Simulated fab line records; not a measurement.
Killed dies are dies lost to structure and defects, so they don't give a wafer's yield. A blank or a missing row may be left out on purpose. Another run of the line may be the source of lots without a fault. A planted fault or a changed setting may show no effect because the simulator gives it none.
Struck lot and sound lot, side by side    flow sky130    15 out of 708 route steps
Sound: the wafers L760.2, L760.3, L760.6. Struck: wafer L776.5. (L776.2, L776.6 of the same lot were not struck and are left out.) The cause comes at the end.
Each step with rows lists, per side, the tool, then ch with its chambers, then its first start. Under that, the readings that differ: sound wafers    struck wafers    difference of the means    sigmas: that difference in standard deviations of wafers without a fault.
alike: readings with means less than 2 such deviations apart, plus words and numbers identical on both sides. not compared: withheld readings, readings lacking a value on some wafer, bounds such as >300 that could conceal the same value, and numbers that have no deviation in the record and whose values overlap.
The two part at a step that has a row with sigmas, a row that says differs or no value, or rows on one side only. Numbers that have no deviation but don't overlap get no sigmas and don't part them. A reading missing from all wafers of one side parts the sides only when that side holds two or more wafers.

first, 1 step without rows for these wafers: SKY_VT_ADJUST_LVTN_IMPLANT_08.
SKY_VT_ADJUST_LVTN_STRIP_09: strips in O2/N2.
  sound on plasma asher-03 ch 0,1, day 7 06:23; struck on plasma asher-04 ch 0, day 11 15:45
reading                       sound              struck  difference  sigmas
o2 flow sccm (sccm)           3000 2993 2997     3025    +28         +3
strip time to endpoint s (s)  37.13 37.02 37.09  36.82   -0.26       -2
  alike: chamber pressure mTorr, drypump motor current A, oes product au
  not compared: rf hours counter h
SKY_VT_ADJUST_LVTN_TW_MEAS_10:
  struck on film metro-02, day 11 15:52; sound on film metro-03, day 7 06:29
  alike: VT_ADJUST_LVTN_TW
then, 7 steps without rows for these wafers: SKY_VT_ADJUST_LVTN_DEHYDRATE_11 (time 60 s); SKY_VT_ADJUST_LVTN_HMDS_12 (prime time 60 s); SKY_VT_ADJUST_LVTN_COAT_13 (resist thk 1140 nm); SKY_VT_ADJUST_LVTN_SOFTBAKE_14 (time 60 s); SKY_VT_ADJUST_LVTN_EXPOSE_15 (exposes mask HVN STD DERIVED, target cd 600 nm); SKY_VT_ADJUST_LVTN_PEB_16; SKY_VT_ADJUST_LVTN_DEVELOP_17 (develop time 60 s).
SKY_VT_ADJUST_LVTN_OVL_MEAS_18:
  struck on overlay-01, day 12 16:29; sound on overlay-02, day 8 02:08
  alike: VT_ADJUST_LVTN_01_OVL
then, 1 step without rows for these wafers: SKY_VT_ADJUST_LVTN_IMPLANT_19.
SKY_VT_ADJUST_LVTN_STRIP_20: strips in O2/N2.
  sound on plasma asher-04 ch 0,1, day 8 02:19; struck on plasma asher-03 ch 1, day 12 16:40
reading                       sound              struck  difference  sigmas
drypump motor current A (A)   4.92 4.92 5.46     5.55    +0.45       +3
o2 flow sccm (sccm)           3009 3000 2998     3595    +593        +64
strip time to endpoint s (s)  14.21 14.20 14.20  13.95   -0.25       -6
  alike: chamber pressure mTorr, oes product au
  not compared: rf hours counter h
SKY_VT_ADJUST_LVTN_TW_MEAS_21:
  struck on film metro-01, day 12 16:47; sound on film metro-02, day 8 02:26
  alike: VT_ADJUST_LVTN_2_TW
-- record jumps: 37 days separate the struck wafers' starts on either side; left off in module VT_ADJUST_LVTN, taken up again in module PAD_OPEN, whose first shown step is the route's number 708 --
SKY_PAD_OPEN_PROBE_99:
  struck on prober-01, day 50 00:43; sound on prober-01, day 46 03:48
  alike: killed_at_M0_to_M3, killed_at_M4_up, killed at contacts, killed at front end, killed at other, killed dies, killed open, killed short

WHERE THEY PART
First at SKY_VT_ADJUST_LVTN_STRIP_09; last, within this record, at SKY_VT_ADJUST_LVTN_STRIP_20. Later steps at which nothing parts them and some readings are alike: SKY_VT_ADJUST_LVTN_TW_MEAS_21, SKY_PAD_OPEN_PROBE_99.

WHY: what the simulator had put in
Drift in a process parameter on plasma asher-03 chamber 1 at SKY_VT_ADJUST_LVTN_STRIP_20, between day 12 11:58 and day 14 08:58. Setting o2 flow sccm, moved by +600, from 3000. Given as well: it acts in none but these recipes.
